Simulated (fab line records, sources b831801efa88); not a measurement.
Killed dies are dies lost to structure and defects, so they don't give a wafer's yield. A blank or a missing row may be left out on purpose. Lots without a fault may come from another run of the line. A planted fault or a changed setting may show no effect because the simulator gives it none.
Split-lot experiment | flow sfq_line | 5 lots, 23 wafers read, on a route of 325 steps

THE SPLIT
At SFQ_TRILAYER_I6_VIA_LITHO_COAT_169 (resist thk 650 nm), the setting spin_rpm was moved away from the recipe's 3000 rpm on 5 of the 23 wafers read, by -2.8% to -2.0%. The other wafers ran this setting at the recipe's value.

FROM THE SPLIT TO THE READING: what the file shows between them, 3 steps
- SFQ_TRILAYER_I6_VIA_LITHO_SOFTBAKE_173
- SFQ_TRILAYER_I6_VIA_LITHO_EXPOSE_170: exposes mask I6, target cd 700 nm
- SFQ_TRILAYER_I6_VIA_LITHO_DEVELOP_171: time 60 s

THE READING
KrF_of_TRILAYER_I6_VIA_LITHO_COAT_169.thk_nm (the simulator's own value, which no gauge read), in nm, at SFQ_TRILAYER_I6_VIA_BARC_OPEN_VIA_ETCH_235 (etches BARC in O2, target depth 125 nm, time 41.7 s). The file gives no usual value for it. The 18 wafers here that ran the recipe average 573.4 nm, standard deviation 1.7 nm.

wafer  | tool, chamber at the split | spin_rpm as run, rpm | against the recipe | KrF_of_TRILAYER_I6_VIA_LITHO_COAT_169.thk_nm, nm | against lot-mates on the recipe
L074.4 | litho_track-04, 0          | 3000                 | recipe             | 573.4                                            | -
L074.5 | litho_track-04, 0          | 3000                 | recipe             | 571.9                                            | -
L074.6 | litho_track-04, 0          | 3000                 | recipe             | 573                                              | -
L076.1 | litho_track-03, 0          | 2915                 | -2.8%              | 584.7                                            | +8.4
L076.2 | litho_track-03, 0          | 3000                 | recipe             | 575.4                                            | -
L076.3 | litho_track-03, 0          | 2915                 | -2.8%              | 585                                              | +8.7
L076.4 | litho_track-03, 0          | 3000                 | recipe             | 578.1                                            | -
L076.6 | litho_track-03, 0          | 3000                 | recipe             | 575.3                                            | -
L080.1 | litho_track-03, 0          | 3000                 | recipe             | 573.3                                            | -
L080.6 | litho_track-03, 0          | 3000                 | recipe             | 573.3                                            | -
L080.2 | litho_track-03, 0          | 3000                 | recipe             | 573.7                                            | -
L080.4 | litho_track-03, 0          | 3000                 | recipe             | 574.8                                            | -
L080.5 | litho_track-03, 0          | 3000                 | recipe             | 571.7                                            | -
L084.2 | litho_track-03, 0          | 2941                 | -2.0%              | 578.5                                            | +6.4
L084.3 | litho_track-03, 0          | 2941                 | -2.0%              | 576.4                                            | +4.2
L084.4 | litho_track-03, 0          | 3000                 | recipe             | 571.8                                            | -
L084.5 | litho_track-03, 0          | 2941                 | -2.0%              | 576                                              | +3.9
L084.6 | litho_track-03, 0          | 3000                 | recipe             | 572.5                                            | -
L085.1 | litho_track-02, 0          | 3000                 | recipe             | 573.4                                            | -
L085.2 | litho_track-02, 0          | 3000                 | recipe             | 572.6                                            | -
L085.3 | litho_track-02, 0          | 3000                 | recipe             | 571.5                                            | -
L085.5 | litho_track-02, 0          | 3000                 | recipe             | 571.3                                            | -
L085.6 | litho_track-02, 0          | 3000                 | recipe             | 573.9                                            | -

THE FIT
A straight line over all 23 wafers: KrF_of_TRILAYER_I6_VIA_LITHO_COAT_169.thk_nm changes by -3.17 nm for each +1% of spin_rpm; r = -0.85; the points scatter about the line by 2 nm.
The same after taking each lot's own level away (the mean of its wafers on the recipe; 23 wafers): -2.8 nm for each +1%; r = -0.94; scatter 1 nm.
On that fit, the largest move of spin_rpm shifts the reading by 7.9 nm.
The lots' own levels span 572.15 to 576.27 nm, that is 2.5 times the standard deviation above.
So the lot-to-lot level changes the slope: the two fits differ.
Check: with one of the wafers moved furthest among these (-2.8%) left out of the fit, the line predicts +7.68 nm for it against its lot-mates. It came out at +8.43 nm against them.

OTHER SPLITS ON THESE WAFERS
These wafers also went through other splits before the reading. Each is held against what the fit with the lots' levels taken away leaves over:
other split on the same wafers                  | wafers away from the commonest value | r with KrF_of_TRILAYER_I6_VIA_LITHO_COAT_169.thk_nm (lot level and that fit taken away)
SFQ_TRILAYER_JJ_TRILAYER_DEP_SPUTTER_112 time_s | 8                                    | +0.02
SFQ_TRILAYER_M5_LITHO_COAT_123 spin_rpm         | 11                                   | +0.11
SFQ_TRILAYER_M5_ETCH_METAL_ETCH_126 time_s      | 2                                    | -0.42
SFQ_TRILAYER_R5_DEP_SPUTTER_132 power_w         | 12                                   | +0.02
SFQ_TRILAYER_R5_LITHO_COAT_141 spin_rpm         | 5                                    | +0.17
SFQ_TRILAYER_I5_LITHO_COAT_149 spin_rpm         | 12                                   | -0.09
SFQ_TRILAYER_C5_LITHO_EXPOSE_152 dose_mj        | 11                                   | -0.13
SFQ_TRILAYER_M6_LITHO_COAT_159 spin_rpm         | 5                                    | -0.11
SFQ_TRILAYER_M6_LITHO_PEB_162 peb_temp_c        | 7                                    | +0.02

THE WHOLE CHAIN: every reading that the file lists as answering this split, in the file's order
step                                       | what it does                                        | reading                                                                                       | change (the file's fit)              | r (the file's)
SFQ_TRILAYER_I6_VIA_LITHO_COAT_169         | resist thk 650 nm                                   | KrF_of_TRILAYER_I6_VIA_LITHO_COAT_169.thk_nm (the simulator's own value, which no gauge read) | -3.08 nm for each +1% of the setting | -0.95
SFQ_TRILAYER_I6_VIA_BARC_OPEN_VIA_ETCH_235 | etches BARC in O2, target depth 125 nm, time 41.7 s | KrF_of_TRILAYER_I6_VIA_LITHO_COAT_169.thk_nm (the simulator's own value, which no gauge read) | -2.85 nm for each +1% of the setting | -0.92

THE FILE'S OWN FIT
KrF_of_TRILAYER_I6_VIA_LITHO_COAT_169.thk_nm changes by -2.85 nm for each +1% of spin_rpm, r = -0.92.
